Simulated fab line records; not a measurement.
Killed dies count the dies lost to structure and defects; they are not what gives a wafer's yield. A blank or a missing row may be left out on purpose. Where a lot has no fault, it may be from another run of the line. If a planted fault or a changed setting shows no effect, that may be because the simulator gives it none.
Struck lot and sound lot, side by side :: flow sky130 :: 30 out of 708 route steps
Sound: wafers L363.2, L363.4, L363.5. Struck: wafers L368.1, L368.5, L368.6. The cause is named last.
Per side, at each step with rows, come the tool, then ch with its chambers, and then its first start. Under that, the readings that differ: sound wafers :: struck wafers :: difference of the means :: sigmas: that difference in standard deviations of wafers without a fault.
alike: readings with means less than 2 such deviations apart, plus words and numbers identical on both sides. not compared: withheld readings, readings lacking a value on some wafer, bounds such as >300 that could conceal the same value, and numbers that have no deviation in the record and whose values overlap.
A row with sigmas, a row that says differs or no value, or rows on one side alone: a step with any of these is where the two part. When numbers do not overlap yet have no deviation, they are printed without sigmas and do not part them. A reading that every wafer of one side lacks parts them only if that side has two wafers or more.

SKY_PWDE_STRIP_09: strips in O2/N2.
  sound on plasma asher-04 ch 0, day 4 04:17; struck on plasma asher-03 ch 0,1, day 5 07:31
  alike: drypump motor current A, oes product au, strip time to endpoint s
  not compared: rf hours counter h
SKY_PWDE_TW_MEAS_10:
  sound: film metro-04 at day 4 04:24; struck: film metro-04 at day 5 07:37
  alike: PWDE_TW
then, 7 steps without rows for these wafers: SKY_NWELL_DEHYDRATE_03 (time 60 s); SKY_NWELL_HMDS_04 (prime time 60 s); SKY_NWELL_COAT_05 (resist thk 3000 nm); SKY_NWELL_SOFTBAKE_06; SKY_NWELL_EXPOSE_07 (exposes mask NWM, target cd 840 nm); SKY_NWELL_PEB_08; SKY_NWELL_DEVELOP_09 (develop time 60 s).
SKY_NWELL_OVL_MEAS_10:
  sound: overlay-01 at day 4 21:23; struck: overlay-02 at day 6 01:30
  alike: NWELL_00_OVL
then, 2 steps without rows for these wafers: SKY_NWELL_IMPLANT_11; SKY_NWELL_IMPLANT_12.
SKY_NWELL_IMPLANT_13:
  sound on implanter-03 ch 0, day 4 21:45; struck on implanter-01 ch 0, day 6 01:50
reading: dose ions cm2
sound: 6.995e+11 6.999e+11 6.995e+11
struck: 2.365e+11 2.371e+11 2.37e+11
difference: -4.628e+11
sigmas: -99 or more

reading: faraday current uA
sound: 3.85 3.99 3.98
struck: 1.32 1.32 1.36
difference: -2.61
sigmas: -35
  alike: beam on s, end station pressure torr
SKY_NWELL_STRIP_14: strips in O2/N2.
  sound on plasma asher-04 ch 0,1, day 4 21:52; struck on plasma asher-02 ch 0,1, day 6 01:59
  alike: drypump motor current A, oes product au, strip time to endpoint s
  not compared: rf hours counter h
SKY_NWELL_TW_MEAS_15:
  sound: film metro-04 at day 4 21:59; struck: film metro-04 at day 6 02:05
  alike: NWELL_TW
then, 7 steps without rows for these wafers: SKY_NWELL_DEHYDRATE_16 (time 60 s); SKY_NWELL_HMDS_17 (prime time 60 s); SKY_NWELL_COAT_18 (resist thk 3000 nm); SKY_NWELL_SOFTBAKE_19; SKY_NWELL_EXPOSE_20 (exposes mask NWM COMPLEMENT, target cd 840 nm); SKY_NWELL_PEB_21; SKY_NWELL_DEVELOP_22 (develop time 60 s).
SKY_NWELL_OVL_MEAS_23:
  sound: overlay-01 at day 5 15:32; struck: overlay-01 at day 6 21:14
  alike: NWELL_01_OVL
then, 1 step without rows for these wafers: SKY_NWELL_IMPLANT_24.
SKY_NWELL_STRIP_25: strips in O2/N2.
  sound on plasma asher-04 ch 0,1, day 5 15:43; struck on plasma asher-03 ch 0,1, day 6 21:25
  alike: drypump motor current A, oes product au, strip time to endpoint s
  not compared: rf hours counter h
SKY_NWELL_TW_MEAS_26:
  sound: film metro-03 at day 5 15:50; struck: film metro-01 at day 6 21:31
reading: NWELL_2_TW
sound: 500 501 500
struck: 482 484 483
difference: -17
sigmas: -2
then, 1 step without rows for these wafers: SKY_NWELL_CLEAN_27 (cleans in SC1/SC2, time 150 s).
SKY_NWELL_RTA_28: time 30 s.
  sound on rtp anneal-02 ch 0, day 5 15:57; struck on rtp anneal-02 ch 0, day 6 21:41
  alike: lamp power pct, wafer_temp_C_max
SKY_NWELL_RS_MEAS_29: measures by four-point-probe.
  sound: film metro-01 at day 5 16:03; struck: film metro-03 at day 6 21:47
reading: NWELL_RS (ohm/sq)
sound: 622.9 623.6 624.3
struck: 639.5 639.3 639.2
difference: +15.7
sigmas: +9
-- the record jumps here: 41 days lie between the struck wafers' starts before and after (it left off in module NWELL and takes up again in module PAD_OPEN, whose first step shown is number 708 of the route) --
SKY_PAD_OPEN_PROBE_99:
  only the struck wafers here have rows in the record (prober-01, day 47 12:51); the sound ones have none

WHERE THEY PART
Last at SKY_PAD_OPEN_PROBE_99 as far as this record goes, first at SKY_NWELL_IMPLANT_13.

WHY: what the simulator had put in
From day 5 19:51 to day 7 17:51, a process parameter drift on implanter-01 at SKY_NWELL_IMPLANT_13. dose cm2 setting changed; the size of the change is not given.
